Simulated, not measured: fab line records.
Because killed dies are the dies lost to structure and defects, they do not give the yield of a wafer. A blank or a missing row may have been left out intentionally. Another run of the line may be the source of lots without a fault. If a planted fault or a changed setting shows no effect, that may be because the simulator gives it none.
fab line records + flow gf180mcu
record
- lots=11
- wafers=31
- lastDay=33
route steps=602 shown V2@399 M3@412
lots untouched by any fault: they come from a run of this same line in which no faults occurred
startH: hours from the record's first day to the start of the lot's first wafer shown + waitH: hours from the lot's prior step to this one + " unchanged from the row above + L1.1+2: a row that stands for several wafers + - no value, or no start was given + * or withheld: withheld + < > ~ a bound
route shown NAME@n: names a module that has steps shown in the file, with the first one's number in the route + usual: mean and standard deviation over wafers with no fault + same: alike in all rows + chamber/n: place in a boat + sites: each site's reading + _std_site: standard deviation across them + _edge_site: inner sites' mean taken away from outer sites' mean + radiusMm: how far each site lies from the wafer's centre + mask NAME#n: copy n + behind: the last tool/chamber to shape the wafer + hold: what put the lot on hold/how long, in hours/how the hold closed + device: transistor that didn't switch, given as n, p or np + end of line: at the end of the route, the tests of the same wafers + a step with no rows: only its recipe + killed: dies lost to structure and defects at the first sort, not the wafer's yield + map: dies across one wafer; x = killed, . = not, _ = none there
set.NAME: the setting the step ran with; set.NAME@STEP: the setting that earlier step ran with + model.NAME: the simulator's own value behind a step, which no gauge read
the route's steps for a sample of lots (tables are steps, rows are wafers)
services: when a tool's chamber went out of use (startH, in hours from the record's first day, below 0 if earlier), for how many hours, and the reason
## steps
# step GF_V2_ETCH_17
# recipe
- chemistry=C4F8/O2/Ar
- maskMaterial=KrF
- target=SiO2
- stopOn=TiN
- sourceW=1500
- biasW=1200
- pressureMtorr=40
- c4f8FlowSccm=withheld
- O2_flow_sccm=6
- Ar_flow_sccm=300
- timeS=withheld
- targetDepthA=6300
# usual
- oesProductAu=0.855/0.0046
- rfFwdPowerW=1493/5.3
| lot.wafer | tool       | chamber | startH | waitH | oesProductAu | rfFwdPowerW |
|-----------|------------|---------|--------|-------|--------------|-------------|
| L445.2    | rieDiel-01 | 3       | -      | -     | 0.859        | 1492        |
| L445.5    | "          | 1       | "      | "     | 0.858        | 1491        |
| L445.6    | "          | 2       | "      | "     | 0.856        | 1498        |
| L446.1    | rieDiel-03 | 1       | -      | -     | 0.856        | 1498        |
| L446.2    | "          | 0       | "      | "     | 0.849        | 1502        |
| L446.5    | "          | 3       | "      | "     | 0.852        | 1488        |
| L447.1    | rieDiel-01 | 1       | -      | -     | 0.856        | 1487        |
| L447.2    | "          | 3       | "      | "     | 0.857        | 1490        |
| L447.4    | "          | 0       | "      | "     | 0.861        | 1501        |
| L448.1    | rieDiel-01 | 1       | -      | -     | 0.862        | 1493        |
| L448.3    | "          | 3       | "      | "     | 0.853        | 1490        |
| L448.6    | "          | 3       | "      | "     | 0.850        | 1489        |
| L449.2    | rieDiel-03 | 3       | -      | -     | 0.853        | 1501        |
| L449.4    | "          | 0       | "      | "     | 0.855        | 1487        |
| L449.6    | "          | 3       | "      | "     | 0.851        | 1496        |
| L452.1    | rieDiel-01 | 3       | -      | -     | 0.861        | 1488        |
| L455.3    | rieDiel-01 | 2       | -      | -     | 0.859        | 1493        |
| L455.5    | "          | 1       | "      | "     | 0.850        | 1498        |
| L455.6    | "          | 0       | "      | "     | 0.852        | 1487        |
| L459.2    | rieDiel-04 | 0       | -      | -     | 0.852        | 1485        |
| L459.3    | "          | 3       | "      | "     | 0.849        | 1487        |
| L459.6    | "          | 0       | "      | "     | 0.859        | 1494        |
| L460.1    | rieDiel-03 | 3       | -      | -     | 0.863        | 1495        |
| L460.3    | "          | 0       | "      | "     | 0.856        | 1489        |
| L460.6    | "          | 0       | "      | "     | 0.858        | 1490        |
| L461.1    | rieDiel-04 | 1       | -      | -     | 0.849        | 1489        |
| L461.4    | "          | 0       | "      | "     | 0.850        | 1500        |
| L461.5    | "          | 3       | "      | "     | 0.853        | 1485        |
| L465.2    | rieDiel-01 | 0       | -      | -     | 0.861        | 1490        |
| L465.4    | "          | 3       | "      | "     | 0.863        | 1494        |
| L465.6    | "          | 2       | "      | "     | 0.850        | 1491        |
# step GF_V2_CVD_23
# recipe
- material=W
- targetThkNm=350
- timeS=104.94
- tempC=400
- pressureTorr=40
# usual
- heaterPowerW=762/65
| lot.wafer | tool    | chamber | startH | waitH | heaterPowerW |
|-----------|---------|---------|--------|-------|--------------|
| L445.2    | cvdW-01 | 1       | 463.27 | 0.0   | 762          |
| L445.5    | "       | 1       | "      | "     | 773          |
| L445.6    | "       | 0       | "      | "     | 711          |
| L446.1    | cvdW-02 | 1       | 473.02 | 0.0   | 720          |
| L446.2    | "       | 1       | "      | "     | 709          |
| L446.5    | "       | 1       | "      | "     | 712          |
| L447.1    | cvdW-01 | 0       | 478.17 | 0.0   | 713          |
| L447.2    | "       | 1       | "      | "     | 767          |
| L447.4    | "       | 1       | "      | "     | 764          |
| L448.1    | cvdW-02 | 0       | 491.20 | 0.0   | 887          |
| L448.3    | "       | 0       | "      | "     | 900          |
| L448.6    | "       | 1       | "      | "     | 723          |
| L449.2    | cvdW-01 | 1       | 495.98 | 0.0   | 776          |
| L449.4    | "       | 0       | "      | "     | 704          |
| L449.6    | "       | 1       | "      | "     | 780          |
| L452.1    | cvdW-01 | 0       | 525.25 | 0.0   | 711          |
| L455.3    | cvdW-01 | 0       | 553.89 | 0.1   | 689          |
| L455.5    | "       | 1       | "      | "     | 798          |
| L455.6    | "       | 0       | "      | "     | 710          |
| L459.2    | cvdW-02 | 0       | 595.05 | 0.0   | 908          |
| L459.3    | "       | 1       | "      | "     | 708          |
| L459.6    | "       | 1       | "      | "     | 710          |
| L460.1    | cvdW-01 | 0       | 599.58 | 0.0   | 713          |
| L460.3    | "       | 0       | "      | "     | 714          |
| L460.6    | "       | 1       | "      | "     | 776          |
| L461.1    | cvdW-01 | 1       | 604.48 | 0.0   | 770          |
| L461.4    | "       | 0       | "      | "     | 695          |
| L461.5    | "       | 1       | "      | "     | 796          |
| L465.2    | cvdW-02 | 1       | 631.32 | 0.0   | 723          |
| L465.4    | "       | 0       | "      | "     | 908          |
| L465.6    | "       | 0       | "      | "     | 923          |
# step GF_V2_CMP_26
# recipe
- stopOn=SiO2
- downForcePsi=3.5
- platenRpm=60
- tOverpolishS=15
- targetThkNm=0
- padVelocityMS=0.94248
# usual
- motorCurrentA=10.8/0.76
- overpolishRunS=15.000/0.0096
- timeToEndpointS=83.6/2.8
| lot.wafer | tool   | chamber | startH | waitH | motorCurrentA | overpolishRunS | timeToEndpointS |
|-----------|--------|---------|--------|-------|---------------|----------------|-----------------|
| L445.2    | cmp-01 | 0       | 463.66 | 0.1   | 10.4          | 14.986         | 85.1            |
| L445.5    | "      | 2       | "      | "     | 11.0          | 15.001         | 87.9            |
| L445.6    | "      | 3       | "      | "     | 10.6          | 15.022         | 82.9            |
| L446.2    | cmp-01 | 1       | 473.43 | 0.0   | 10.6          | 14.997         | 87.3            |
| L446.1    | "      | 0       | "      | "     | 10.3          | 15.003         | 82.4            |
| L446.5    | "      | 2       | "      | "     | 11.6          | 15.001         | 83.5            |
| L447.2    | cmp-01 | 2       | 478.47 | 0.0   | 11.3          | 15.014         | 83.5            |
| L447.1    | "      | 3       | "      | "     | 9.7           | 15.012         | 78.7            |
| L447.4    | "      | 0       | "      | "     | 10.7          | 15.001         | 82.5            |
| L448.1    | cmp-02 | 3       | 491.59 | 0.1   | 9.9           | 14.995         | 90.3            |
| L448.3    | "      | 0       | "      | "     | 11.5          | 14.999         | 93.7            |
| L448.6    | "      | 1       | "      | "     | 11.8          | 14.983         | 87.8            |
| L449.2    | cmp-02 | 2       | 496.27 | 0.0   | 11.1          | 14.995         | 85.5            |
| L449.4    | "      | 1       | "      | "     | 12.0          | 15.000         | 83.9            |
| L449.6    | "      | 2       | "      | "     | 11.3          | 15.005         | 84.1            |
| L452.1    | cmp-01 | 1       | 525.54 | 0.1   | 10.3          | 0.045          | 126.8           |
| L455.3    | cmp-02 | 2       | 554.14 | 0.0   | 11.8          | 14.985         | 79.4            |
| L455.6    | "      | 2       | "      | "     | 11.1          | 15.015         | 82.7            |
| L455.5    | "      | 3       | "      | "     | 9.2           | 15.017         | 82.4            |
| L459.2    | cmp-02 | 2       | 595.35 | 0.0   | 11.5          | 14.987         | 88.8            |
| L459.3    | "      | 1       | "      | "     | 11.7          | 15.016         | 84.1            |
| L459.6    | "      | 3       | "      | "     | 9.5           | 14.995         | 83.6            |
| L460.1    | cmp-02 | 1       | 599.87 | 0.1   | 11.6          | 14.995         | 88.9            |
| L460.3    | "      | 0       | "      | "     | 11.6          | 15.007         | 83.8            |
| L460.6    | "      | 1       | "      | "     | 12.5          | 15.007         | 84.1            |
| L461.1    | cmp-02 | 0       | 604.82 | 0.1   | 11.5          | 14.985         | 84.6            |
| L461.4    | "      | 1       | "      | "     | 12.2          | 14.998         | 82.6            |
| L461.5    | "      | 0       | "      | "     | 12.1          | 15.002         | 84.1            |
| L465.2    | cmp-02 | 3       | 631.71 | 0.1   | 9.5           | 14.984         | 80.8            |
| L465.4    | "      | 1       | "      | "     | 12.3          | 15.005         | 84.3            |
| L465.6    | "      | 2       | "      | "     | 11.2          | 14.995         | 88.5            |
# step GF_M3_SPUTTER_03
# recipe
- material=Ti
- targetThkNm=10
- substrateTempC=300
- chamberPressurePa=0.3
- powerW=3000
- timeS=6.7
# usual
- throttleValvePct=30.4/0.78
| lot.wafer | tool          | chamber | startH | waitH | throttleValvePct |
|-----------|---------------|---------|--------|-------|------------------|
| L445.2    | pvdSputter-04 | -       | 464.02 | 0.0   | 29.0             |
| L445.5    | "             | -       | "      | "     | 29.0             |
| L445.6    | "             | -       | "      | "     | 30.4             |
| L446.1    | pvdSputter-04 | -       | 473.89 | 0.0   | 30.2             |
| L446.2    | "             | -       | "      | "     | 29.5             |
| L446.5    | "             | -       | "      | "     | 28.9             |
| L447.1    | pvdSputter-03 | -       | 478.93 | 0.0   | 30.3             |
| L447.2    | "             | -       | "      | "     | 30.4             |
| L447.4    | "             | -       | "      | "     | 31.0             |
| L448.1    | pvdSputter-03 | -       | 491.95 | 0.0   | 30.9             |
| L448.3    | "             | -       | "      | "     | 30.4             |
| L448.6    | "             | -       | "      | "     | 31.2             |
| L449.2    | pvdSputter-03 | -       | 496.73 | 0.0   | 31.0             |
| L449.4    | "             | -       | "      | "     | 30.4             |
| L449.6    | "             | -       | "      | "     | 31.1             |
| L455.3    | pvdSputter-02 | -       | 554.60 | 0.0   | 30.0             |
| L455.5    | "             | -       | "      | "     | 31.4             |
| L455.6    | "             | -       | "      | "     | 29.9             |
| L459.2    | pvdSputter-04 | -       | 595.81 | 0.0   | 30.3             |
| L459.3    | "             | -       | "      | "     | 30.5             |
| L459.6    | "             | -       | "      | "     | 30.0             |
| L460.1    | pvdSputter-03 | -       | 600.33 | 0.0   | 30.8             |
| L460.3    | "             | -       | "      | "     | 30.4             |
| L460.6    | "             | -       | "      | "     | 31.1             |
| L461.1    | pvdSputter-03 | -       | 605.23 | 0.0   | 31.2             |
| L461.4    | "             | -       | "      | "     | 30.4             |
| L461.5    | "             | -       | "      | "     | 30.9             |
| L465.2    | pvdSputter-04 | -       | 632.12 | 0.0   | 30.3             |
| L465.4    | "             | -       | "      | "     | 30.3             |
| L465.6    | "             | -       | "      | "     | 30.0             |
## services
| tool          | chamber | startH | hours | kind                          |
|---------------|---------|--------|-------|-------------------------------|
| cvdW-02       | 0       | 465.00 | 10.3  | repair                        |
| pvdSputter-04 | -       | 476.01 | 1.4   | repair                        |
| cmp-02        | -       | 477.32 | 2.1   | repair                        |
| rieDiel-03    | 2       | 489.41 | 7.5   | repair                        |
| rieDiel-03    | 1       | 492.52 | 13.7  | repair                        |
| cmp-02        | -       | 494.01 | 0.5   | repair                        |
| cmp-01        | -       | 495.14 | 1.4   | repair                        |
| cmp-02        | -       | 499.93 | 7.0   | pm                            |
| pvdSputter-04 | -       | 506.16 | 4.1   | repair                        |
| cmp-01        | -       | 511.02 | 5.8   | repair                        |
| cmp-02        | -       | 516.81 | 4.7   | pm                            |
| pvdSputter-02 | -       | 528.27 | 2.2   | repair                        |
| rieDiel-04    | 3       | 542.13 | 6.9   | repair                        |
| cvdW-02       | -       | 545.41 | 6.9   | pm                            |
| pvdSputter-03 | -       | 550.99 | 0.7   | repair                        |
| pvdSputter-04 | -       | 558.58 | 0.7   | repair                        |
| rieDiel-04    | 1       | 564.00 | 19.3  | repair                        |
| rieDiel-01    | 1       | 567.61 | 1.7   | repair                        |
| rieDiel-01    | -       | 570.70 | 1.3   | repair                        |
| cmp-02        | -       | 572.13 | 4.0   | pm                            |
| cmp-02        | -       | 576.13 | -     | consumableReplace:conditioner |
| cvdW-01       | -       | 579.26 | 2.8   | pm                            |
| cmp-01        | -       | 625.23 | 10.2  | pm                            |
| pvdSputter-04 | -       | 625.58 | 2.8   | repair                        |
## key
firstSign
- step=GF_V2_CMP_26
- reading=overpolishRunS
- direction=down
- sigmas=99+
- usual=15.000
- struck=0.045
effect
- step=GF_V2_CMP_26
- reading=timeToEndpointS
- direction=up
- sigmas=16
- usual=*
- struck=*
metAt GF_V2_CMP_26
struckLots L452
struckWafers L452.1
laterRowsLeftOut L452.1
sortLeftOut L452.1
testerLeftOut L452
notActingAt GF_V2_ETCH_17,GF_V2_CVD_23,GF_M3_SPUTTER_03
onsetBetween 473.43 525.54
earlierFault
- kind=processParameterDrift
- tool=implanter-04
- chamber=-
- onsetH=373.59
- steps=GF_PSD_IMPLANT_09
- channel=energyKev
- offset=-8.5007
- shape=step
- endH=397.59
- actsIn=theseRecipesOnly
- stated=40
fault
- kind=processParameterDrift
- tool=cmp-01
- chamber=1
- onsetH=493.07
- steps=GF_V2_CMP_26
- channel=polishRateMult
- offset=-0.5
- shape=step
# testerLeftOut: of these lots the tester's yield and bins aren't shown, on N5 and GAA mostly nor the transistor test; their killed dies are dies lost to structure and defects alone, not to doping, threshold or leakage, so they don't give the yield
# sortLeftOut: the simulated sort isn't trusted on such a fault, so these wafers' sort isn't shown, and their yield isn't known
# laterRowsLeftOut: the simulator's readings of these wafers behind a module that went badly wrong aren't trusted and aren't shown, but for the sort
